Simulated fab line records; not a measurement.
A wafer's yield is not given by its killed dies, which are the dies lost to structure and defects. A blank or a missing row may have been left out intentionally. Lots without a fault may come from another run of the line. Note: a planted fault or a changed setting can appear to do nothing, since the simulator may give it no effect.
Split-lot trial / flow sfq_line / on a route of 325 steps: 5 lots, 12 wafers read

== SPLIT DETAILS ==
At SFQ_TRILAYER_R5_LITHO_COAT_136 (resist thk 600 nm), the setting resist_thk_nm was moved away from the recipe's 600 nm on 3 of the 12 wafers read, by -2.7% to +5.9%. The other wafers ran this setting at the recipe's value.

The split's own step is where the reading is taken.

== THE READING ==
KrF_of_TRILAYER_R5_LITHO_COAT_136.thk_nm (the simulator's own value, which no gauge read), in nm, at SFQ_TRILAYER_R5_LITHO_COAT_136 (resist thk 600 nm). The file does not state a usual value for it. Average 599.8 nm, standard deviation 1.6 nm, over the 9 wafers here run with the recipe.

wafer=L074.1; tool, chamber at the split=litho_track-04, 0; resist_thk_nm as run, nm=600; against the recipe=recipe; KrF_of_TRILAYER_R5_LITHO_COAT_136.thk_nm, nm=597.6; against lot-mates on the recipe=-
wafer=L074.3; tool, chamber at the split=litho_track-04, 0; resist_thk_nm as run, nm=635.2; against the recipe=+5.9%; KrF_of_TRILAYER_R5_LITHO_COAT_136.thk_nm, nm=631.7; against lot-mates on the recipe=+34.1
wafer=L076.1; tool, chamber at the split=litho_track-04, 0; resist_thk_nm as run, nm=600; against the recipe=recipe; KrF_of_TRILAYER_R5_LITHO_COAT_136.thk_nm, nm=601.3; against lot-mates on the recipe=-
wafer=L076.6; tool, chamber at the split=litho_track-04, 0; resist_thk_nm as run, nm=590.2; against the recipe=-1.6%; KrF_of_TRILAYER_R5_LITHO_COAT_136.thk_nm, nm=591.8; against lot-mates on the recipe=-9.5
wafer=L080.2; tool, chamber at the split=litho_track-03, 0; resist_thk_nm as run, nm=600; against the recipe=recipe; KrF_of_TRILAYER_R5_LITHO_COAT_136.thk_nm, nm=598.6; against lot-mates on the recipe=-
wafer=L080.3; tool, chamber at the split=litho_track-03, 0; resist_thk_nm as run, nm=600; against the recipe=recipe; KrF_of_TRILAYER_R5_LITHO_COAT_136.thk_nm, nm=599.8; against lot-mates on the recipe=-
wafer=L080.5; tool, chamber at the split=litho_track-03, 0; resist_thk_nm as run, nm=600; against the recipe=recipe; KrF_of_TRILAYER_R5_LITHO_COAT_136.thk_nm, nm=599.1; against lot-mates on the recipe=-
wafer=L081.2; tool, chamber at the split=litho_track-02, 0; resist_thk_nm as run, nm=583.7; against the recipe=-2.7%; KrF_of_TRILAYER_R5_LITHO_COAT_136.thk_nm, nm=580; against lot-mates on the recipe=-17.7
wafer=L081.6; tool, chamber at the split=litho_track-02, 0; resist_thk_nm as run, nm=600; against the recipe=recipe; KrF_of_TRILAYER_R5_LITHO_COAT_136.thk_nm, nm=597.7; against lot-mates on the recipe=-
wafer=L082.1; tool, chamber at the split=litho_track-03, 0; resist_thk_nm as run, nm=600; against the recipe=recipe; KrF_of_TRILAYER_R5_LITHO_COAT_136.thk_nm, nm=602.3; against lot-mates on the recipe=-
wafer=L082.2; tool, chamber at the split=litho_track-03, 0; resist_thk_nm as run, nm=600; against the recipe=recipe; KrF_of_TRILAYER_R5_LITHO_COAT_136.thk_nm, nm=601.4; against lot-mates on the recipe=-
wafer=L082.4; tool, chamber at the split=litho_track-03, 0; resist_thk_nm as run, nm=600; against the recipe=recipe; KrF_of_TRILAYER_R5_LITHO_COAT_136.thk_nm, nm=600.2; against lot-mates on the recipe=-

FIT RESULTS
A straight line over all 12 wafers: KrF_of_TRILAYER_R5_LITHO_COAT_136.thk_nm changes by +5.73 nm for each +1% of resist_thk_nm; r = +0.99; the points scatter about the line by 2.1 nm.
The same after taking each lot's own level away (the mean of its wafers on the recipe; 12 wafers): +5.94 nm for each +1%; r = +1.00; scatter 0.75 nm.
The reading moves by 35 nm for the largest change in resist_thk_nm, on that fit.
From 597.60 to 601.30 nm: that is the span of the lots' own levels, equal to 2.3 times the standard deviation above.
So the lot-to-lot level changes the slope little: the two slopes agree.
Check: for one of the wafers moved furthest among these (+5.9%), held out of the fit, the line's prediction against its lot-mates is +37.3 nm. Against them it came out at +34.1 nm.

== FURTHER SPLITS ON THESE WAFERS ==
Note: prior to the reading, these wafers also went through further splits. Each is held against what the fit with the lots' levels taken away leaves over:
other split on the same wafers=SFQ_TRILAYER_JJ_CE_LITHO_PEB_117 peb_time_s; wafers away from the commonest value=2; r with KrF_of_TRILAYER_R5_LITHO_COAT_136.thk_nm (lot level and that fit taken away)=-0.03
other split on the same wafers=SFQ_TRILAYER_M5_LITHO_PEB_126 peb_time_s; wafers away from the commonest value=4; r with KrF_of_TRILAYER_R5_LITHO_COAT_136.thk_nm (lot level and that fit taken away)=+0.13
other split on the same wafers=SFQ_TRILAYER_M5_ETCH_METAL_ETCH_126 icp_w; wafers away from the commonest value=4; r with KrF_of_TRILAYER_R5_LITHO_COAT_136.thk_nm (lot level and that fit taken away)=+0.09
other split on the same wafers=SFQ_TRILAYER_R5_DEP_SPUTTER_134 time_s; wafers away from the commonest value=0; r with KrF_of_TRILAYER_R5_LITHO_COAT_136.thk_nm (lot level and that fit taken away)=-

== FILE'S OWN FIT ==
KrF_of_TRILAYER_R5_LITHO_COAT_136.thk_nm changes by +5.93 nm for each +1% of resist_thk_nm, r = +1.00.
